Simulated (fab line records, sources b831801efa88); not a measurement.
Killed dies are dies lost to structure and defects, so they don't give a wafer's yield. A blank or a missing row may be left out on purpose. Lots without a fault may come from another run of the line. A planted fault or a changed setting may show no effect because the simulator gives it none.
fab line records | flow gf180mcu
record lots=15 wafers=45 last_day=34
route steps=602 shown STI@5 DNWELL@41 NWELL@46
lots that met no fault: from a run of the same line without faults
start_h: hours from the record's first day to the start of the lot's first wafer shown | wait_h: hours since the lot's step before | " the same as in the row above | L1.1+2: a row that stands for several wafers | - no value, or no start given | * or withheld: withheld | < > ~ a bound
route shown NAME@n: a module of which the file shows steps, and the number in the route of the first | usual: mean/standard deviation of fault-free wafers | same: alike in all rows | chamber/n: place in a boat | sites: the reading at each site | _std_site: their standard deviation | _edge_site: outer sites' mean less inner sites' | radius_mm: how far each site lies from the wafer's centre | mask NAME#n: copy n | behind: the tool/chamber that last shaped the wafer | hold: why the lot was held/for how many hours/how that ended | device: the transistor (n, p or np) that didn't switch | end of line: the same wafers' tests at the end of the route | a step without rows: its recipe alone | killed: dies lost to structure and defects at the first sort, not the wafer's yield | map: a wafer's dies, x killed, . not, _ none there
set.NAME: the setting as run; set.NAME@STEP: as run at that earlier step | model.NAME: the simulator's own value behind a step, which no gauge read
steps of the route over a sample of lots; a table a step, a row a wafer
services: from which hour (start_h, from the record's first day; less than 0 if before it) a tool's chamber was out of use, for how many hours, and why
## steps
# step GF_STI_THK_MEAS_04
# recipe reads=Si3N4_of_STI_CVD_03
# usual STI_CVD_03_THK=207.2/2.1
# columns lot.wafer tool chamber start_h wait_h STI_CVD_03_THK[nm]
L987.1 film_metro-01 - 23.79 0.0 205.9
L987.4 " - " " 205.2
L987.6 " - " " 208.0
L988.4 film_metro-03 - 28.59 0.0 206.4
L988.5 " - " " 205.6
L988.6 " - " " 205.8
L989.3 film_metro-02 - 33.73 0.0 203.5
L989.5 " - " " 205.2
L989.6 " - " " 205.3
L990.3 film_metro-03 - 38.58 0.0 205.4
L990.4 " - " " 206.2
L990.5 " - " " 203.8
L992.1 film_metro-01 - 48.56 0.0 204.7
L992.3 " - " " 207.5
L992.6 " - " " 204.8
L993.3 film_metro-03 - 53.58 0.0 210.6
L993.5 " - " " 209.6
L993.6 " - " " 209.8
L995.3 film_metro-02 - 63.58 0.0 210.5
L995.5 " - " " 208.2
L995.6 " - " " 210.1
L996.3 film_metro-02 - 69.57 0.0 210.3
L996.5 " - " " 209.8
L996.6 " - " " 210.6
L997.4 film_metro-03 - 73.99 0.0 207.1
L997.5 " - " " 204.3
L997.6 " - " " 205.0
L999.1 film_metro-03 - 85.44 0.0 210.2
L999.2 " - " " 211.2
L999.5 " - " " 209.9
L101.1 film_metro-03 - 93.56 0.0 208.8
L101.2 " - " " 206.6
L101.6 " - " " 206.8
L103.2 film_metro-02 - 103.57 0.0 208.5
L103.4 " - " " 206.8
L103.6 " - " " 206.3
L104.2 film_metro-03 - 109.63 0.0 207.0
L104.5 " - " " 205.8
L104.6 " - " " 205.9
L105.1 film_metro-02 - 113.56 0.0 210.0
L105.4 " - " " 210.0
L105.5 " - " " 207.5
L107.1 film_metro-01 - 123.56 0.0 207.9
L107.3 " - " " 207.5
L107.5 " - " " 210.0
# step GF_STI_THK_MEAS_30
# recipe reads=SiO2_of_STI_OXIDATION_29
# usual STI_OXIDATION_02_THK=10.03/0.19
# columns lot.wafer tool chamber start_h wait_h STI_OXIDATION_02_THK[nm]
L987.1 film_metro-02 - 40.43 0.0 10.14
L987.4 " - " " 10.38
L987.6 " - " " 10.29
L988.4 film_metro-01 - 45.02 0.0 10.02
L988.5 " - " " 9.94
L988.6 " - " " 10.11
L989.3 film_metro-03 - 50.21 0.0 10.16
L989.5 " - " " 10.06
L989.6 " - " " 10.13
L990.3 film_metro-02 - 55.46 0.0 10.32
L990.4 " - " " 10.26
L990.5 " - " " 10.27
L992.1 film_metro-01 - 66.34 0.0 10.08
L992.3 " - " " 9.87
L992.6 " - " " 9.98
L993.3 film_metro-03 - 71.11 0.0 10.12
L993.5 " - " " 9.92
L993.6 " - " " 10.08
L995.3 film_metro-01 - 80.77 0.0 10.06
L995.5 " - " " 10.08
L995.6 " - " " 10.08
L996.3 film_metro-02 - 87.08 0.0 9.97
L996.5 " - " " 9.81
L996.6 " - " " 9.95
L997.4 film_metro-01 - 91.61 0.0 10.07
L997.5 " - " " 10.04
L997.6 " - " " 10.05
L999.1 film_metro-02 - 104.69 0.0 10.38
L999.2 " - " " 10.19
L999.5 " - " " 10.15
L101.1 film_metro-03 - 112.67 0.0 9.67
L101.2 " - " " 9.71
L101.6 " - " " 9.73
L103.2 film_metro-03 - 122.82 0.0 10.13
L103.4 " - " " 10.12
L103.6 " - " " 10.10
L104.2 film_metro-01 - 129.73 0.0 9.63
L104.5 " - " " 9.59
L104.6 " - " " 9.81
L105.1 film_metro-01 - 133.34 0.0 9.77
L105.4 " - " " 9.93
L105.5 " - " " 9.84
L107.1 film_metro-01 - 147.04 0.0 10.28
L107.3 " - " " 10.22
L107.5 " - " " 10.20
# step GF_DNWELL_TW_MEAS_09
# usual DNWELL_TW=1349/8.5
# columns lot.wafer tool chamber start_h wait_h DNWELL_TW
L987.1 film_metro-02 - 52.38 0.1 1340
L987.4 " - " " 1339
L987.6 " - " " 1335
L988.4 film_metro-03 - 58.35 0.1 1350
L988.5 " - " " 1351
L988.6 " - " " 1350
L989.3 film_metro-02 - 63.45 0.1 1346
L989.5 " - " " 1343
L989.6 " - " " 1346
L990.3 film_metro-02 - 68.54 0.1 1349
L990.4 " - " " 1347
L990.5 " - " " 1347
L992.1 film_metro-03 - 79.73 0.1 1345
L992.3 " - " " 1349
L992.6 " - " " 1353
L993.3 film_metro-02 - 84.80 0.1 1347
L993.5 " - " " 1356
L993.6 " - " " 1359
L995.3 film_metro-02 - 94.73 0.1 1342
L995.5 " - " " 1344
L995.6 " - " " 1340
L996.3 film_metro-04 - 101.49 0.1 1370
L996.5 " - " " 1360
L996.6 " - " " 1358
L997.4 film_metro-04 - 105.21 0.1 1354
L997.5 " - " " 1349
L997.6 " - " " 1346
L999.1 film_metro-02 - 119.23 0.1 1335
L999.2 " - " " 1340
L999.5 " - " " 1331
L101.1 film_metro-04 - 127.73 0.1 1360
L101.2 " - " " 1357
L101.6 " - " " 1355
L103.2 film_metro-03 - 137.90 0.1 1347
L103.4 " - " " 1349
L103.6 " - " " 1351
L104.2 film_metro-04 - 145.08 0.1 1346
L104.5 " - " " 1351
L104.6 " - " " 1347
L105.1 film_metro-04 - 153.83 0.1 1352
L105.4 " - " " 1349
L105.5 " - " " 1358
L107.1 film_metro-03 - 161.33 0.1 1353
L107.3 " - " " 1348
L107.5 " - " " 1349
# step GF_NWELL_EXPOSE_04
# recipe mask_id=Nwell target_cd_nm=860 na=0.6 source_shape=conventional sigma_outer=0.6 dose_mj=260
# usual exposure_dose_mJ_cm2=260.02/0.27 focus_offset_nm=0.0/0.52
# columns lot.wafer tool chamber start_h wait_h mask exposure_dose_mJ_cm2 focus_offset_nm
L987.1 iline_stepper-02 0 59.13 - Nwell#0 260.29 0.0
L987.4 " 0 " " Nwell#0 260.45 -0.4
L987.6 " 0 " " Nwell#0 260.34 -0.8
L988.4 iline_stepper-02 0 64.93 - Nwell#0 260.16 -1.0
L988.5 " 0 " " Nwell#0 259.92 -0.1
L988.6 " 0 " " Nwell#0 260.13 -0.2
L989.3 iline_stepper-02 0 70.15 - Nwell#0 259.75 0.3
L989.5 " 0 " " Nwell#0 259.99 0.7
L989.6 " 0 " " Nwell#0 259.89 0.4
L990.3 iline_stepper-01 0 75.43 - Nwell#0 259.74 -0.2
L990.4 " 0 " " Nwell#0 259.81 0.9
L990.5 " 0 " " Nwell#0 259.92 -0.1
L992.1 iline_stepper-02 0 86.73 - Nwell#0 259.90 -0.4
L992.3 " 0 " " Nwell#0 260.18 -0.9
L992.6 " 0 " " Nwell#0 260.59 0.2
L993.3 iline_stepper-02 0 91.86 - Nwell#0 259.83 -0.9
L993.5 " 0 " " Nwell#0 260.41 -0.2
L993.6 " 0 " " Nwell#0 260.03 -0.8
L995.3 iline_stepper-02 0 102.37 - Nwell#0 260.32 0.8
L995.5 " 0 " " Nwell#0 259.89 0.1
L995.6 " 0 " " Nwell#0 260.06 0.9
L996.3 iline_stepper-02 0 108.65 - Nwell#0 260.12 0.3
L996.5 " 0 " " Nwell#0 260.31 -0.1
L996.6 " 0 " " Nwell#0 259.86 0.0
L997.4 iline_stepper-01 0 112.19 - Nwell#0 260.15 0.7
L997.5 " 0 " " Nwell#0 260.21 -0.3
L997.6 " 0 " " Nwell#0 260.32 0.1
L999.1 iline_stepper-01 0 126.51 - Nwell#0 260.34 -0.2
L999.2 " 0 " " Nwell#0 259.90 0.4
L999.5 " 0 " " Nwell#0 259.93 -0.4
L101.1 iline_stepper-01 0 135.11 - Nwell#0 259.90 -0.3
L101.2 " 0 " " Nwell#0 259.95 0.0
L101.6 " 0 " " Nwell#0 259.88 -0.2
L103.2 iline_stepper-02 - 146.39 - Nwell#0 - -
L103.4 " - " " Nwell#0 - -
L103.6 " - " " Nwell#0 - -
L104.2 iline_stepper-01 - 151.30 - Nwell#0 - -
L104.5 " - " " Nwell#0 - -
L104.6 " - " " Nwell#0 - -
L105.1 iline_stepper-02 - 161.59 - Nwell#0 - -
L105.4 " - " " Nwell#0 - -
L105.5 " - " " Nwell#0 - -
L107.1 iline_stepper-01 0 170.38 - Nwell#0 259.98 0.2
L107.3 " 0 " " Nwell#0 260.13 0.6
L107.5 " 0 " " Nwell#0 260.06 0.7
## services
# columns tool chamber start_h hours kind
iline_stepper-02 - 47.93 0.9 repair
iline_stepper-02 - 73.47 1.3 repair
iline_stepper-01 - 103.90 1.7 pm
iline_stepper-02 - 128.99 15.5 repair
iline_stepper-01 - 137.31 11.5 repair
iline_stepper-01 0 148.54 - calibration
## key
first_sign step=GF_NWELL_EXPOSE_04 reading=tool_record direction=missing
effect none on later readings
met_at GF_NWELL_EXPOSE_04
struck_lots L103,L104,L105
sort_left_out L103.2,L103.4,L103.6,L104.2,L104.5,L104.6,L105.1,L105.4,L105.5
tester_left_out L103,L104,L105
not_acting_at GF_STI_THK_MEAS_04,GF_STI_THK_MEAS_30,GF_DNWELL_TW_MEAS_09
onset_between 135.11 146.39
fault kind=skipped_step_whole tool=iline_stepper-01,iline_stepper-02 chamber=- onset_h=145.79 steps=GF_NWELL_EXPOSE_04 scope=struck_lots_only
# tester_left_out: of these lots the tester's yield and bins aren't shown, on N5 and GAA mostly nor the transistor test; their killed dies are dies lost to structure and defects alone, not to doping, threshold or leakage, so they don't give the yield
# sort_left_out: the simulated sort isn't trusted on such a fault, so these wafers' sort isn't shown, and their yield isn't known
